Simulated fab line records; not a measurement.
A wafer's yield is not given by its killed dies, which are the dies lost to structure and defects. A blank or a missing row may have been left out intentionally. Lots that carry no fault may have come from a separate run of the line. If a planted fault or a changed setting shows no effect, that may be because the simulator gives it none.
Problem report, 8D (eight disciplines) form, completed by code + flow gf180mcu + the parts of the form that need people (team, actions taken, sign-off) are left out

== 1. WHAT WENT WRONG ==
At GF_CONTACT_SOFTBAKE_10, heater_power_total_W averages 94.24 W over 6 wafers from 2 lots, while fault-free wafers read 93.06 W, standard deviation 0.056. Measured from the usual mean, that is +21 standard deviations.
The step: time 60 s.
Seen first at day 17 22:00 on litho_track-04, wafer L755.1. At this step, 42 wafers from 14 lots have a number in the record. The rule behind "out" and "out of limits": a value lying over 4 standard deviations away from the usual mean. All remaining wafers that have a number are taken as sound.

== 2. WHAT IT IS, WHAT IT ISN'T ==
| question                    | is                                 | is not                                                                                                         |
|-----------------------------|------------------------------------|----------------------------------------------------------------------------------------------------------------|
| which readings at this step | heater_power_total_W, run_length_s | -                                                                                                              |
| which lots                  | L755, L758                         | L749, L750, L751, L754, L765, L766, L767, L768, L769, L770, L771, L772                                         |
| which wafers of those lots  | all that have a number             | -                                                                                                              |
| read on which tools         | litho_track-04                     | litho_track-01, litho_track-03                                                                                 |
| when                        | from day 17 22:00                  | up to then (12 sound wafers); but 24 sound wafers of L765, L766, L767, L768, L769, L770, L771, L772 came after |

== 3. SUSPECTS, AND WHAT RULES EACH OUT ==
Counting: a tool at any process step up to the reading remains a suspect when it ran all the lots that are out and ran no sound lot after the first of those.
- litho_track-04 at GF_CONTACT_SOFTBAKE_10 (time 60 s): ruled out as a lasting fault. After its first lot that is out, L755 (day 17 22:00), sound lots L769, L770 ran on it.
Left after counting: nothing in the record.

== 4. THE CAUSE (what the simulator had put in) ==
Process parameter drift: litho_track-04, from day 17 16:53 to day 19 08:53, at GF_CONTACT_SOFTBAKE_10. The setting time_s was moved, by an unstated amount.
Counting ruled it out, wrongly.

== 5. SEQUENCE OF EFFECTS, ordered by route ==
Each row: a reading where the mean over the struck wafers with a number is more than 3 standard deviations away from the usual. Only readings for which the record gives a usual standard deviation are gone through. hours: the time from each lot's start at the first step in this table that gives one to its start at this step, as a median over the lots. sigmas: the change in usual standard deviations.
| hours | step                   | reading              | usual   | on struck wafers | change | sigmas |
|-------|------------------------|----------------------|---------|------------------|--------|--------|
| 0     | GF_CONTACT_SOFTBAKE_10 | heater_power_total_W | 93.06 W | 94.24            | +1.18  | +21    |
| 0     | GF_CONTACT_SOFTBAKE_10 | run_length_s         | 89.25 s | 87.34            | -1.91  | -16    |
It contains these process steps:
- GF_CONTACT_SOFTBAKE_10: time 60 s.

== 6. WHAT WOULD HAVE CAUGHT IT SOONER ==
5 hours passed between the start of the fault at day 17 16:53 and the first reading out of limits in this record, taken at day 17 22:00.
